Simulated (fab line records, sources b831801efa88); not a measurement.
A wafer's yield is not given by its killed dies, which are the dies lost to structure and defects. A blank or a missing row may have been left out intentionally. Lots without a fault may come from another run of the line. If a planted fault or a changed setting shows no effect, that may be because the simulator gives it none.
Which tool was responsible?	flow gf180mcu	6 lots with 18 wafers sampled at 2 steps, on a route of 602 steps

WHAT EACH GAUGE READ, for each wafer
GF_CONTACT_THK_MEAS_01.
lot	measured	on	CONTACT_CVD_00_THK (nm)
L838	day 16 00:54	film_metro-01	300.3 301.2 303.3
L842	day 17 03:39	film_metro-01	302.1 302.3 298.4
L850	day 20 00:22	film_metro-03	301.2 362.8 361.8
L852	day 20 14:09	film_metro-04	364.4 364.2 305.2
L858	day 23 01:42	film_metro-03	300.1 299.4 299.9
L859	day 23 11:27	film_metro-03	301.8 299.7 299.7

WHAT TOOL EACH LOT RAN ON (gives the tool, then ch and the chambers of the sampled wafers, and finally the start)
lot	GF_CONTACT_CVD_00
L838	hdpcvd-02 ch 1,2, day 16 00:51
L842	hdpcvd-01 ch 0,1, day 17 03:37
L850	hdpcvd-02 ch 1,2, day 20 00:19
L852	hdpcvd-02 ch 1,2, day 20 14:07
L858	hdpcvd-01 ch 0,1,2, day 23 01:39
L859	hdpcvd-02 ch 0,1, day 23 11:25
- GF_CONTACT_CVD_00: deposits SiO2, target thk 300 nm, time 50 s.

THE ANSWER, worked out from the rows above alone
Rule: the usual values come from the lots themselves. Put in order of their means at a reading, lots are off if they are a third of the lots or fewer, leave a main group of 4 or more, and stand apart from it by a gap of 3 or more times the standard deviation of the main group's means; of several such gaps the widest counts. The tables above print the reading to a certain number of digits; a main group whose means all agree to those digits is not used. A lot without any number at a reading at which 4 lots or more have one is off too. All remaining lots with rows at the step are treated as sound.
Off: at GF_CONTACT_THK_MEAS_01 (CONTACT_CVD_00_THK), L850, L852. The main group has a mean of 300.7 nm with a standard deviation of 0.66.
If a tool, at a process step before that reading, ran all the lots that are off and no sound lot after the first of them, it fits. The gauges at GF_CONTACT_THK_MEAS_01 are tried like those tools. None of those tried fits.

WHAT WAS PUT IN BY THE SIMULATOR
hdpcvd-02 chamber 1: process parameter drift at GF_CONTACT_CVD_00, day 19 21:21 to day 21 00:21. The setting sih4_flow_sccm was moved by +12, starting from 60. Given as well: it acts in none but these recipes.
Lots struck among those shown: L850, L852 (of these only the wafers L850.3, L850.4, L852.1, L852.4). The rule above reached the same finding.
